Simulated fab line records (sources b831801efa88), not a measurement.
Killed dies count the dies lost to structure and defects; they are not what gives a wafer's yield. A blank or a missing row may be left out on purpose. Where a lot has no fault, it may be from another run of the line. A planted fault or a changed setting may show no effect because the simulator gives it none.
Commonality check across tools -- flow sfqLine -- Lots sampled 15, wafers sampled 45

== WHAT PROMPTED THE OPENING ==
SFQ_L0_RS_MEAS_901, reading L0_MONX_KI_RS: flagged on 3 of 15 lots. Wafers without a fault read 43.6 ohm/sq, standard deviation 0.48.
Rule: a lot is flagged in two cases, either no wafer of it has a number, or all its wafers with numbers fall more than 4 standard deviations from that mean. As for the other lots, they are considered sound.

lot,measured,on,"L0_MONX_KI_RS (ohm/sq), wafer by wafer",flag
L629,day 1 12:34,filmMetro-01,42.8 42.8 43.4,
L630,day 1 17:34,filmMetro-01,43.3 43.9 43.8,
L631,day 1 22:34,filmMetro-01,43.4 43.7 43.4,
L632,day 2 03:34,filmMetro-02,43.7 43.5 43.4,
L633,day 2 08:36,filmMetro-01,42.9 42.3 42.8,
L635,day 2 18:34,filmMetro-02,43.9 44.1 44.0,
L637,day 3 04:35,filmMetro-01,43.3 43.5 43.4,
L638,day 3 09:35,filmMetro-01,43.0 43.6 43.4,
L641,day 4 00:49,filmMetro-01,21.8 21.9 21.9,FLAGGED
L642,day 4 05:34,filmMetro-01,44.3 43.3 43.4,
L648,day 5 11:35,filmMetro-01,43.7 43.2 43.9,
L649,day 5 16:48,filmMetro-04,21.8 22.0 21.9,FLAGGED
L650,day 5 21:49,filmMetro-01,21.9 22.1 21.7,FLAGGED
L651,day 6 02:34,filmMetro-02,43.7 44.1 44.4,
L652,day 6 07:34,filmMetro-04,43.3 43.9 43.4,
The mean of the flagged lots' numbers is 21.9 ohm/sq, -21.7 ohm/sq from the usual (-45 standard deviations).

== EACH LOT AND THE TOOL IT RAN ON ==
The record holds 1 process step before the reading, out of a route of 325 steps. Each cell gives the tool, then ch followed by the chambers the sampled wafers passed through, then the start.
lot,flag,SFQ_TRILAYER_L0_DEP_SPUTTER_003
L629,,"pvdSputter-06, day 1 12:29"
L630,,"pvdSputter-04, day 1 17:29"
L631,,"pvdSputter-03, day 1 22:29"
L632,,"pvdSputter-04, day 2 03:29"
L633,,"pvdSputter-04, day 2 08:29"
L635,,"pvdSputter-06, day 2 18:29"
L637,,"pvdSputter-06, day 3 04:29"
L638,,"pvdSputter-06, day 3 09:29"
L641,FLAGGED,"pvdSputter-03, day 4 00:29"
L642,,"pvdSputter-06, day 4 05:29"
L648,,"pvdSputter-04, day 5 11:29"
L649,FLAGGED,"pvdSputter-06, day 5 16:29"
L650,FLAGGED,"pvdSputter-06, day 5 21:29"
L651,,"pvdSputter-03, day 6 02:29"
L652,,"pvdSputter-04, day 6 07:29"
What is done by these steps:
- SFQ_TRILAYER_L0_DEP_SPUTTER_003: material MoNx KI, target thk 40 nm, time 100 s.
- SFQ_L0_RS_MEAS_901: measures by four-point-probe.

== FLAGGED AGAINST TOTAL, ONE TOOL AT A TIME (gauges that did the reading follow at the end) ==
step,tool,lots run,flagged,share of the flagged lots,sound lots run after its first flagged lot
SFQ_TRILAYER_L0_DEP_SPUTTER_003,pvdSputter-03,3,1,some,1 (L651)
SFQ_TRILAYER_L0_DEP_SPUTTER_003,pvdSputter-04,5,0,none,-
SFQ_TRILAYER_L0_DEP_SPUTTER_003,pvdSputter-06,7,2,some,0
SFQ_L0_RS_MEAS_901,filmMetro-01,10,2,some,"2 (L642,L648)"
SFQ_L0_RS_MEAS_901,filmMetro-02,3,0,none,-
SFQ_L0_RS_MEAS_901,filmMetro-04,2,1,some,1 (L652)

== WHAT THE TABLE ALLOWS ==
No row of the table ran every flagged lot.

== WHAT THE SIMULATOR HAD INSERTED ==
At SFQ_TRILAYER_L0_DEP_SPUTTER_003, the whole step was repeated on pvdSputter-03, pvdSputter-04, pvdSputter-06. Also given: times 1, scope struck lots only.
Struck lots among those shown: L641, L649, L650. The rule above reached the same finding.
